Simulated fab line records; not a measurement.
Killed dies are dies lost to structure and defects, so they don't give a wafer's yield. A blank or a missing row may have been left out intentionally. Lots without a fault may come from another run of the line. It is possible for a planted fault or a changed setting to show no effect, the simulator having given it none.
Shared-tool check + flow sky130 + Lots sampled 12, wafers sampled 42

== WHY THIS WAS OPENED ==
At SKY_GATE_OXIDE_TW_MEAS_14 the reading GATE_OXIDE_TW is flagged on 2 of 12 lots. Wafers without a fault read 224.0, standard deviation 1.4.
Rule: a lot gets a flag if all its wafers with a number sit over 4 standard deviations from that mean, or if no wafer of it has a number. All remaining lots are regarded as sound.

| lot  | measured     | on            | GATE_OXIDE_TW, wafer by wafer       | flag    |
|------|--------------|---------------|-------------------------------------|---------|
| L637 | day 13 19:34 | film-metro-01 | 225.3 224.5 223.7                   |         |
| L638 | day 13 22:02 | film-metro-03 | 222.4 223.7 224.9                   |         |
| L641 | day 15 08:43 | film-metro-01 | 224.5 224.6 225.9                   |         |
| L643 | day 16 02:47 | film-metro-02 | 225.3 224.3 225.0                   |         |
| L644 | day 16 11:34 | film-metro-03 | 223.4 222.5 222.7                   |         |
| L646 | day 16 23:57 | film-metro-03 | 222.2 222.2 222.3                   |         |
| L648 | day 17 20:41 | film-metro-02 | 223.7 224.2 224.6                   |         |
| L651 | day 18 14:02 | film-metro-01 | 224.3 224.2 224.6                   |         |
| L657 | day 20 23:58 | film-metro-02 | 204.6 204.7 204.0 202.6 204.4 204.7 | FLAGGED |
| L658 | day 21 03:02 | film-metro-03 | 202.2 201.9 200.3 200.4 201.9 200.8 | FLAGGED |
| L659 | day 21 17:16 | film-metro-03 | 221.3 221.2 220.8                   |         |
| L660 | day 21 21:16 | film-metro-02 | 223.7 225.1 225.4                   |         |
On average the flagged lots' numbers are 202.7, which is -21.3 against the usual, or -15 standard deviations.

== WHICH TOOL RAN EACH LOT ==
The record keeps 1 process step preceding the reading, out of 708 steps on the route. In each cell: the tool, then ch and the chambers that the sampled wafers went through, then the start.
| lot  | flag    | SKY_GATE_OXIDE_IMPLANT_11       |
|------|---------|---------------------------------|
| L637 |         | implanter-04 ch 0, day 13 19:13 |
| L638 |         | implanter-03 ch 0, day 13 21:41 |
| L641 |         | implanter-02 ch 0, day 15 08:22 |
| L643 |         | implanter-03 ch 0, day 16 02:28 |
| L644 |         | implanter-02 ch 0, day 16 11:13 |
| L646 |         | implanter-02 ch 0, day 16 23:39 |
| L648 |         | implanter-04 ch 0, day 17 20:22 |
| L651 |         | implanter-03 ch 0, day 18 13:43 |
| L657 | FLAGGED | implanter-03 ch 0, day 20 23:37 |
| L658 | FLAGGED | implanter-03 ch 0, day 21 02:43 |
| L659 |         | implanter-04 ch 0, day 21 16:56 |
| L660 |         | implanter-02 ch 0, day 21 20:55 |
What is done by these steps:
- SKY_GATE_OXIDE_IMPLANT_11
- SKY_GATE_OXIDE_TW_MEAS_14

== FLAGGED OVER TOTAL, TOOL BY TOOL (the gauges that took the reading come last) ==
| step                      | tool          | lots run | flagged | share of the flagged lots | sound lots run after its first flagged lot |
|---------------------------|---------------|----------|---------|---------------------------|--------------------------------------------|
| SKY_GATE_OXIDE_IMPLANT_11 | implanter-02  | 4        | 0       | none                      | -                                          |
| SKY_GATE_OXIDE_IMPLANT_11 | implanter-03  | 5        | 2       | all                       | 0                                          |
| SKY_GATE_OXIDE_IMPLANT_11 | implanter-04  | 3        | 0       | none                      | -                                          |
| SKY_GATE_OXIDE_TW_MEAS_14 | film-metro-01 | 3        | 0       | none                      | -                                          |
| SKY_GATE_OXIDE_TW_MEAS_14 | film-metro-02 | 4        | 1       | some                      | 1 (L660)                                   |
| SKY_GATE_OXIDE_TW_MEAS_14 | film-metro-03 | 5        | 1       | some                      | 1 (L659)                                   |

== WHAT IS ALLOWED BY THE TABLE ==
In the table, 1 row covers all flagged lots: implanter-03 at SKY_GATE_OXIDE_IMPLANT_11.
- implanter-03 at SKY_GATE_OXIDE_IMPLANT_11: 2 of its 5 lots flagged. A fault beginning between L651 (day 18 13:43), its last sound lot, and L657 (day 20 23:37), its first flagged one, fits the data. Its own readings lie more than 4 standard deviations out on every wafer of the flagged lots: dose-ions-cm2, faraday-current-uA.
Left over: one tool, implanter-03 at SKY_GATE_OXIDE_IMPLANT_11.

== WHAT WAS PUT IN BY THE SIMULATOR ==
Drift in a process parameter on implanter-03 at SKY_GATE_OXIDE_IMPLANT_11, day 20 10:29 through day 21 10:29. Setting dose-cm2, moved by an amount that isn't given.
Struck lots among those shown: L657, L658. This agrees with what the rule above found.
